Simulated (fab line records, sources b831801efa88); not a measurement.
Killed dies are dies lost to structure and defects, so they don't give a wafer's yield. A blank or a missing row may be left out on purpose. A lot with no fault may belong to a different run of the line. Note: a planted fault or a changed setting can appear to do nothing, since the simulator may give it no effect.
Shared-tool check :: flow gf180mcu :: 36 wafers sampled across 12 lots

== WHY IT WAS OPENED ==
1 of 12 lots carry a flag on the reading HV_LDD_3_TW at GF_HV_LDD_TW_MEAS_38. Fault-free wafers read 1452, with a standard deviation of 21.
Rule: a lot gets a flag if all its wafers with a number sit over 4 standard deviations from that mean, or if no wafer of it has a number. The rest of the lots are taken to be sound.

lot: L831
measured: day 11 15:29
on: film_metro-04
HV_LDD_3_TW, wafer by wafer: 1477 1467 1474
flag: 

lot: L833
measured: day 12 18:07
on: film_metro-02
HV_LDD_3_TW, wafer by wafer: 1431 1420 1431
flag: 

lot: L835
measured: day 13 03:16
on: film_metro-02
HV_LDD_3_TW, wafer by wafer: 1426 1431 1436
flag: 

lot: L836
measured: day 13 04:38
on: film_metro-04
HV_LDD_3_TW, wafer by wafer: 1481 1474 1460
flag: 

lot: L837
measured: day 13 09:55
on: film_metro-04
HV_LDD_3_TW, wafer by wafer: 1471 1475 1476
flag: 

lot: L838
measured: day 13 18:05
on: film_metro-04
HV_LDD_3_TW, wafer by wafer: 1475 1470 1480
flag: 

lot: L840
measured: day 13 20:47
on: film_metro-04
HV_LDD_3_TW, wafer by wafer: 1471 1470 1481
flag: 

lot: L841
measured: day 14 03:26
on: film_metro-04
HV_LDD_3_TW, wafer by wafer: 1471 1459 1472
flag: 

lot: L842
measured: day 14 09:19
on: film_metro-04
HV_LDD_3_TW, wafer by wafer: 1466 1467 1465
flag: 

lot: L844
measured: day 15 12:49
on: film_metro-04
HV_LDD_3_TW, wafer by wafer: 1469 1468 1466
flag: 

lot: L845
measured: day 15 13:07
on: film_metro-02
HV_LDD_3_TW, wafer by wafer: 1440 1436 1426
flag: 

lot: L850
measured: day 17 10:42
on: film_metro-02
HV_LDD_3_TW, wafer by wafer: 30 30 30
flag: FLAGGED
Average over the flagged lots: 30; offset from the usual -1422, equal to -68 standard deviations.

== TOOL THAT RAN EACH LOT ==
The record keeps 1 process step preceding the reading, out of 602 steps on the route. Cell contents, in order: the tool; ch with the chambers the sampled wafers went through; the start.
lot: L831
flag: 
GF_HV_LDD_EXPOSE_28: iline_stepper-01 ch 0, day 11 05:17

lot: L833
flag: 
GF_HV_LDD_EXPOSE_28: iline_stepper-02 ch 0, day 12 08:13

lot: L835
flag: 
GF_HV_LDD_EXPOSE_28: iline_stepper-02 ch 0, day 12 19:32

lot: L836
flag: 
GF_HV_LDD_EXPOSE_28: iline_stepper-02 ch 0, day 12 20:46

lot: L837
flag: 
GF_HV_LDD_EXPOSE_28: iline_stepper-01 ch 0, day 13 03:29

lot: L838
flag: 
GF_HV_LDD_EXPOSE_28: iline_stepper-02 ch 0, day 13 11:39

lot: L840
flag: 
GF_HV_LDD_EXPOSE_28: iline_stepper-01 ch 0, day 13 13:45

lot: L841
flag: 
GF_HV_LDD_EXPOSE_28: iline_stepper-01 ch 0, day 13 18:26

lot: L842
flag: 
GF_HV_LDD_EXPOSE_28: iline_stepper-01 ch 0, day 13 22:17

lot: L844
flag: 
GF_HV_LDD_EXPOSE_28: iline_stepper-01 ch 0, day 15 00:37

lot: L845
flag: 
GF_HV_LDD_EXPOSE_28: iline_stepper-02 ch 0, day 15 01:10

lot: L850
flag: FLAGGED
GF_HV_LDD_EXPOSE_28: iline_stepper-01 ch 0, day 16 22:43
These steps, and what they do:
- GF_HV_LDD_EXPOSE_28: exposes mask Nplus HV AREA, target cd 400 nm.
- GF_HV_LDD_TW_MEAS_38

== FLAGGED OVER TOTAL, TOOL BY TOOL (the gauges that took the reading come last) ==
step: GF_HV_LDD_EXPOSE_28
tool: iline_stepper-01
lots run: 7
flagged: 1
share of the flagged lots: all
sound lots run after its first flagged lot: 0

step: GF_HV_LDD_EXPOSE_28
tool: iline_stepper-02
lots run: 5
flagged: 0
share of the flagged lots: none
sound lots run after its first flagged lot: -

step: GF_HV_LDD_TW_MEAS_38
tool: film_metro-02
lots run: 4
flagged: 1
share of the flagged lots: all
sound lots run after its first flagged lot: 0

step: GF_HV_LDD_TW_MEAS_38
tool: film_metro-04
lots run: 8
flagged: 0
share of the flagged lots: none
sound lots run after its first flagged lot: -

== WHAT THE TABLE PERMITS ==
In 2 table rows, all flagged lots were run: iline_stepper-01 (GF_HV_LDD_EXPOSE_28), film_metro-02 (GF_HV_LDD_TW_MEAS_38).
- iline_stepper-01 at GF_HV_LDD_EXPOSE_28 ran 7 lots, 1 of them flagged. It ran its last sound lot, L844, at day 15 00:37 and its first flagged lot, L850, at day 16 22:43: a fault with its onset between the two fits.
- film_metro-02 at GF_HV_LDD_TW_MEAS_38 ran 4 lots, 1 of them flagged. It ran its last sound lot, L845, at day 15 13:07 and its first flagged lot, L850, at day 17 10:42: a fault with its onset between the two fits.
A lot count leaves these 2 tools indistinguishable: every one of them fits a fault beginning at some hour. More lots, or a look at what each step does to the wafer, might.

== WHAT THE SIMULATOR PUT IN ==
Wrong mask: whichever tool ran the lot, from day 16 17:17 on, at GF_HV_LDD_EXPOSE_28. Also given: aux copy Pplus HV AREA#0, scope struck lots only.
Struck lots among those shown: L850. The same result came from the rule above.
